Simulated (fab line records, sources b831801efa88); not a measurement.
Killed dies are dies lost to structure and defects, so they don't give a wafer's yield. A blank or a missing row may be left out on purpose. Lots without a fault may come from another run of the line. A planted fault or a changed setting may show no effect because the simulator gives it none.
One fault seen from 2 desks | flow sky130 | each desk has only its own numbers; what lay behind them comes last

THE METROLOGY DESK
What the gauges read, lot by lot, whatever tool the lot ran on: means of the sampled wafers that have a number. A lot is out of limits, marked OUT, if its mean lies more than 4 standard deviations from the usual mean; the brackets give that distance.
Columns: A = METAL5_ALCU_THK at SKY_METAL5_THK_MEAS_06, usual 1141 nm
lot  | first seen here | A
L724 | day 43 04:41    | 1136
L725 | day 43 11:24    | 1122
L727 | day 44 05:08    | 1167
L728 | day 44 10:24    | 1146
L730 | day 45 01:20    | 1166
L731 | day 45 06:06    | 1136
L732 | day 45 08:28    | 1139
L733 | day 45 12:26    | 1149
L740 | day 47 09:59    | 1147
L742 | day 47 21:05    | 1142
L743 | day 48 02:20    | 1178
L746 | day 49 01:22    | 1144
This desk's finding: nothing out of limits on any of the 12 lots.

THE TOOL OWNER'S DESK: pecvd-02
The tool's own readings at SKY_CAP2M_CVD_00 (deposits SiO2, target thk 15.5 nm): means of the sampled wafers that have a number, for each lot that ran on this tool. A lot is out of limits, marked OUT, if its mean lies more than 4 standard deviations from the usual mean; the brackets give that distance.
Columns: A = heater_power_outer_w at SKY_CAP2M_CVD_00, usual 439 W; B = heater_power_w at SKY_CAP2M_CVD_00, usual 733 W; C = susceptor_temp_C at SKY_CAP2M_CVD_00, usual 399.99 C
lot  | first seen here | A   | B   | C
L724 | day 40 02:11    | 462 | 778 | 399.94
L725 | day 40 07:49    | 399 | 707 | 400.20
L728 | day 41 08:09    | 444 | 755 | 399.79
L732 | day 42 09:45    | 429 | 748 | 399.96
L740 | day 44 15:43    | 420 | 720 | 400.06
L742 | day 45 03:41    | 408 | 715 | 399.78
This desk's finding: nothing out of limits on any of the 6 lots.

PUT TOGETHER
The metrology desk saw nothing out of limits.
The tool owner's desk saw nothing out of limits.

WHAT THE SIMULATOR HAD PUT IN
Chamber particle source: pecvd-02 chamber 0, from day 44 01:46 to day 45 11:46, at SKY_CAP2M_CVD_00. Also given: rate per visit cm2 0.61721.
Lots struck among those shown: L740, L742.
